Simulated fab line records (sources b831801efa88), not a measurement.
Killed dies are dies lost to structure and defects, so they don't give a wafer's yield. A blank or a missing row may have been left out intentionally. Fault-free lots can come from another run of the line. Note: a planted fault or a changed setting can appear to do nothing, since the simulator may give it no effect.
Problem report in the 8D (eight disciplines) form, filled by code	flow sky130	the parts of the form that need people (team, actions taken, sign-off) are left out

== 1. PROBLEM STATEMENT ==
sort_bin_3_pad_short at SKY_PAD_OPEN_PROBE_99 reads a mean of 4.9 % on 9 wafers of 3 lots; wafers without a fault read 0.9 % with a standard deviation of 0.41. Measured from the usual mean, that is +9.7 standard deviations.
The first sign was on wafer L220.4 at day 50 02:08, on prober-01. Wafers with a number at this step in the record: 18, from 6 lots. The rule behind "out" and "out of limits": a value lying over 4 standard deviations away from the usual mean. The rest of the wafers with a number are treated as sound.

== 2. WHAT IT IS, AND WHAT IT ISN'T ==
question	is	is not
which readings at this step	sort_bin_3_pad_short, killed_at_M0_to_M3	killed_at_M4_up, killed at contacts, killed at other, sort_bin_6_memory
which lots	L220, L222, L223	L204, L211, L217
which wafers of those lots	all that have a number	-
read on which tools	prober-01, prober-02	-
when	from day 50 02:08	up to then (9 sound wafers)

== 3. SUSPECTS, AND WHAT RULES EACH OUT ==
Counting: a tool at any process step up to the reading remains a suspect when it ran all the lots that are out and ran no sound lot after the first of those.
- wet bench-03 at SKY_METAL2_CLEAN_23 (cleans in O3/DIW): kept. All lots that are out passed through it, beginning with L220 at day 40 18:46, and no sound lot followed; its final sound lot before that point was L217 at day 39 20:19.
Left after counting: wet bench-03 at SKY_METAL2_CLEAN_23.

== 4. THE CAUSE (what the simulator had put in) ==
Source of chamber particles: wet bench-03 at SKY_METAL2_CLEAN_23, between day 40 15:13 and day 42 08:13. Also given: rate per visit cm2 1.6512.
Counting left only this tool.

== 5. THE CHAIN OF EFFECTS, in route order ==
One row per reading whose mean, taken over the struck wafers that have a number, lies over 3 standard deviations from the usual. Only readings for which the record gives a usual standard deviation are gone through. hours: the time from each lot's start at the first step in this table that gives one to its start at this step, as a median over the lots. sigmas: the change in usual standard deviations.
hours	step	reading	usual	on struck wafers	change	sigmas
0	SKY_PAD_OPEN_PROBE_99	defect limited yield	82.4 %	72.4	-10.0	-5.0
0	SKY_PAD_OPEN_PROBE_99	killed_at_M0_to_M3	44	98	+54	+7.3
0	SKY_PAD_OPEN_PROBE_99	killed dies	87	136	+49	+5.0
0	SKY_PAD_OPEN_PROBE_99	sort_bin_3_pad_short	0.9 %	4.9	+4.0	+9.7
0	SKY_PAD_OPEN_PROBE_99	sort_bin_5_function	10.3 %	15.8	+5.5	+3.4
0	SKY_PAD_OPEN_PROBE_99	sort n pass	405	356	-49	-5.0
0	SKY_PAD_OPEN_PROBE_99	sort yield pct	82.4 %	72.4	-10.0	-5.0
Here are the process steps it includes:
- SKY_PAD_OPEN_PROBE_99

== 6. HOW IT WOULD HAVE BEEN CAUGHT EARLIER ==
First out-of-limits reading in this record: day 50 02:08, which is 227 hours after fault onset at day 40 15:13.
Each of the lots that are out, 3 in all, had begun SKY_METAL2_CLEAN_23 on wet bench-03 no later than day 50 02:08. Holding the tool at that point would not have protected any of them.
